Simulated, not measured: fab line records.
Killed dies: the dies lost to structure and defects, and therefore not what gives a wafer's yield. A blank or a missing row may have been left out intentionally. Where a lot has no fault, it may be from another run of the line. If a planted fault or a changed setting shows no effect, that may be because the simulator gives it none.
Which tool is to blame? / flow gf180mcu / Sampling: 14 lots, 41 wafers, 5 of 602 route steps

== WHAT THE GAUGES SHOWED, per wafer ==
GF_HV_LDD_TW_MEAS_50.
lot=L462; measured=day 12 22:22; on=film metro-03; HV_LDD_4_TW=565 564 561
lot=L463; measured=day 13 11:01; on=film metro-03; HV_LDD_4_TW=561 564 565
lot=L464; measured=day 13 13:28; on=film metro-04; HV_LDD_4_TW=581 578 577
lot=L465; measured=day 13 21:10; on=film metro-01; HV_LDD_4_TW=562 564 562
lot=L466; measured=day 13 21:29; on=film metro-03; HV_LDD_4_TW=562 563 562
lot=L467; measured=day 14 11:01; on=film metro-04; HV_LDD_4_TW=582 579 582
lot=L468; measured=day 15 00:01; on=film metro-04; HV_LDD_4_TW=578 575
lot=L469; measured=day 15 02:13; on=film metro-01; HV_LDD_4_TW=564 565 565
lot=L470; measured=day 15 06:01; on=film metro-04; HV_LDD_4_TW=575 578 578
lot=L471; measured=day 15 16:37; on=film metro-03; HV_LDD_4_TW=565 565 562
lot=L475; measured=day 17 00:25; on=film metro-03; HV_LDD_4_TW=564 562 565
lot=L477; measured=day 17 13:29; on=film metro-04; HV_LDD_4_TW=578 581 581
lot=L482; measured=day 19 10:54; on=film metro-04; HV_LDD_4_TW=577 576 576
lot=L484; measured=day 20 04:25; on=film metro-03; HV_LDD_4_TW=559 561 563

GF_PSD_OVL_MEAS_08.
lot=L462; measured=day 14 18:58; on=overlay-01; PSD_OVL (nm)=-1.4 0.8 -0.2
lot=L463; measured=day 15 07:31; on=overlay-01; PSD_OVL (nm)=-1.1 -0.8 -1.7
lot=L464; measured=day 15 10:11; on=overlay-01; PSD_OVL (nm)=-0.7 -1.3 0.1
lot=L465; measured=day 15 18:26; on=overlay-01; PSD_OVL (nm)=-1.8 0.1 1.4
lot=L466; measured=day 15 21:08; on=overlay-01; PSD_OVL (nm)=-0.6 0.7 -2.2
lot=L467; measured=day 16 09:20; on=overlay-02; PSD_OVL (nm)=-1.4 -2.1 -0.6
lot=L468; measured=day 16 23:28; on=overlay-02; PSD_OVL (nm)=0.3 1.6
lot=L469; measured=day 17 02:22; on=overlay-01; PSD_OVL (nm)=0.7 -1.7 0.5
lot=L470; measured=day 17 06:58; on=overlay-01; PSD_OVL (nm)=-0.4 0.4 -0.4
lot=L471; measured=day 17 16:58; on=overlay-02; PSD_OVL (nm)=-0.1 -2.0 0.4
lot=L475; measured=day 19 03:49; on=overlay-01; PSD_OVL (nm)=254.1 255.0 254.3
lot=L477; measured=day 19 17:22; on=overlay-02; PSD_OVL (nm)=257.7 255.4 256.0
lot=L482; measured=day 21 14:49; on=overlay-01; PSD_OVL (nm)=0.2 -1.4 -1.5
lot=L484; measured=day 22 06:59; on=overlay-02; PSD_OVL (nm)=-1.8 -1.2 -2.1

GF_SAB_CD_MEAS_09: target cd 420 nm.
lot=L462; measured=day 15 17:05; on=cd sem-02; cd nm (nm)=422.6 418.2 417.9
lot=L463; measured=day 16 06:24; on=cd sem-01; cd nm (nm)=419.8 415.9 417.2
lot=L464; measured=day 16 08:52; on=cd sem-01; cd nm (nm)=413.8 416.6 415.0
lot=L465; measured=day 16 17:19; on=cd sem-01; cd nm (nm)=423.4 424.5 421.8
lot=L466; measured=day 16 19:52; on=cd sem-02; cd nm (nm)=416.5 416.0 417.1
lot=L467; measured=day 17 08:40; on=cd sem-01; cd nm (nm)=417.7 418.7 419.0
lot=L468; measured=day 17 23:42; on=cd sem-01; cd nm (nm)=422.5 422.1
lot=L469; measured=day 18 02:33; on=cd sem-02; cd nm (nm)=414.9 417.0 416.6
lot=L470; measured=day 18 06:51; on=cd sem-02; cd nm (nm)=420.8 421.2 420.4
lot=L471; measured=day 18 17:18; on=cd sem-02; cd nm (nm)=419.2 420.1 417.6
lot=L475; measured=day 20 04:49; on=cd sem-01; cd nm (nm)=419.8 419.7 420.1
lot=L477; measured=day 20 17:59; on=cd sem-02; cd nm (nm)=422.1 419.8 421.2
lot=L482; measured=day 22 14:42; on=cd sem-01; cd nm (nm)=416.7 415.8 416.2
lot=L484; measured=day 23 06:14; on=cd sem-02; cd nm (nm)=418.7 418.4 418.0

GF_SAB_OVL_MEAS_10.
lot=L462; measured=day 15 17:13; on=overlay-01; SAB_OVL (nm)=-0.8 0.8 1.5
lot=L463; measured=day 16 06:31; on=overlay-01; SAB_OVL (nm)=-0.8 -0.5 -0.6
lot=L464; measured=day 16 08:58; on=overlay-02; SAB_OVL (nm)=-0.8 -0.2 -1.2
lot=L465; measured=day 16 17:26; on=overlay-02; SAB_OVL (nm)=1.5 -0.2 -1.2
lot=L466; measured=day 16 19:56; on=overlay-02; SAB_OVL (nm)=-0.7 3.2 -0.3
lot=L467; measured=day 17 08:46; on=overlay-02; SAB_OVL (nm)=-1.2 -0.5 -0.5
lot=L468; measured=day 17 23:49; on=overlay-02; SAB_OVL (nm)=1.1 1.4
lot=L469; measured=day 18 02:40; on=overlay-01; SAB_OVL (nm)=1.1 1.6 -0.4
lot=L470; measured=day 18 06:58; on=overlay-02; SAB_OVL (nm)=1.3 0.8 2.0
lot=L471; measured=day 18 17:25; on=overlay-02; SAB_OVL (nm)=-0.2 0.1 0.0
lot=L475; measured=day 20 04:55; on=overlay-01; SAB_OVL (nm)=0.9 -0.3 -0.7
lot=L477; measured=day 20 18:04; on=overlay-02; SAB_OVL (nm)=1.6 2.7 -0.8
lot=L482; measured=day 22 14:49; on=overlay-01; SAB_OVL (nm)=-0.1 -1.5 -1.4
lot=L484; measured=day 23 06:19; on=overlay-02; SAB_OVL (nm)=-1.5 -0.8 -1.4

== TOOL THAT RAN EACH LOT (tool first, then ch and the chambers of the sampled wafers, then the start) ==
lot=L462; GF_PSD_EXPOSE_04=iline stepper-02 ch 0, day 14 08:56
lot=L463; GF_PSD_EXPOSE_04=iline stepper-01 ch 0, day 14 21:32
lot=L464; GF_PSD_EXPOSE_04=iline stepper-01 ch 0, day 14 23:22
lot=L465; GF_PSD_EXPOSE_04=iline stepper-01 ch 0, day 15 07:55
lot=L466; GF_PSD_EXPOSE_04=iline stepper-02 ch 0, day 15 09:38
lot=L467; GF_PSD_EXPOSE_04=iline stepper-02 ch 0, day 15 22:34
lot=L468; GF_PSD_EXPOSE_04=iline stepper-01 ch 0, day 16 12:05
lot=L469; GF_PSD_EXPOSE_04=iline stepper-02 ch 0, day 16 14:59
lot=L470; GF_PSD_EXPOSE_04=iline stepper-01 ch 0, day 16 19:29
lot=L471; GF_PSD_EXPOSE_04=iline stepper-01 ch 0, day 17 05:18
lot=L475; GF_PSD_EXPOSE_04=iline stepper-01 ch 0, day 18 15:25
lot=L477; GF_PSD_EXPOSE_04=iline stepper-01 ch 0, day 19 05:22
lot=L482; GF_PSD_EXPOSE_04=iline stepper-02 ch 0, day 21 02:51
lot=L484; GF_PSD_EXPOSE_04=iline stepper-02 ch 0, day 21 19:21
- GF_PSD_EXPOSE_04: exposes mask Pplus, target cd 400 nm.

== AS READ BY THE TOOLS THEMSELVES (means over the sampled wafers that have a number; for cases with no such wafer, the mark the record gives instead) ==
GF_PSD_EXPOSE_04.
lot=L462; tool=iline stepper-02; stage vel mm s (mm/s)=499.97
lot=L463; tool=iline stepper-01; stage vel mm s (mm/s)=500.10
lot=L464; tool=iline stepper-01; stage vel mm s (mm/s)=499.99
lot=L465; tool=iline stepper-01; stage vel mm s (mm/s)=500.04
lot=L466; tool=iline stepper-02; stage vel mm s (mm/s)=500.21
lot=L467; tool=iline stepper-02; stage vel mm s (mm/s)=499.77
lot=L468; tool=iline stepper-01; stage vel mm s (mm/s)=499.99
lot=L469; tool=iline stepper-02; stage vel mm s (mm/s)=499.75
lot=L470; tool=iline stepper-01; stage vel mm s (mm/s)=499.94
lot=L471; tool=iline stepper-01; stage vel mm s (mm/s)=499.69
lot=L475; tool=iline stepper-01; stage vel mm s (mm/s)=499.86
lot=L477; tool=iline stepper-01; stage vel mm s (mm/s)=499.94
lot=L482; tool=iline stepper-02; stage vel mm s (mm/s)=499.88
lot=L484; tool=iline stepper-02; stage vel mm s (mm/s)=499.76

== THE ANSWER, worked out from the rows above alone ==
Rule: the usual values come from the lots themselves. Put in order of their means at a reading, lots are off if they are a third of the lots or fewer, leave a main group of 4 or more, and stand apart from it by a gap of 3 or more times the standard deviation of the main group's means; of several such gaps the widest counts. The tables above print the reading to a certain number of digits; a main group whose means all agree to those digits is not used. A lot without any number at a reading at which 4 lots or more have one is off too. All remaining lots with rows at the step are treated as sound. The gauges are gone through in route order, then the tools' own readings, and for those a lot's mean is taken as printed above. At the first step where some lot is off, the reading lying furthest off is the one used; lots without a number count as furthest.
Off: L475, L477, at GF_PSD_OVL_MEAS_08 (PSD_OVL). Mean -0.6 nm and standard deviation 0.67 in the main group.
If a tool, at a process step before that reading, ran all the lots that are off and no sound lot after the first of them, it fits. The gauges at GF_PSD_OVL_MEAS_08 are tried like those tools. One fits: GF_PSD_EXPOSE_04 on iline stepper-01. A fault onset in the window from L471 (day 17 05:18, its last sound lot) to L475 (day 18 15:25, its first lot off) fits.

== WHAT WAS PUT IN BY THE SIMULATOR ==
Scanner matching overlay: iline stepper-01, from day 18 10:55 on, at GF_PSD_EXPOSE_04. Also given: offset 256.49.
Lots struck among those shown: L475, L477. The rule above reached the same finding.
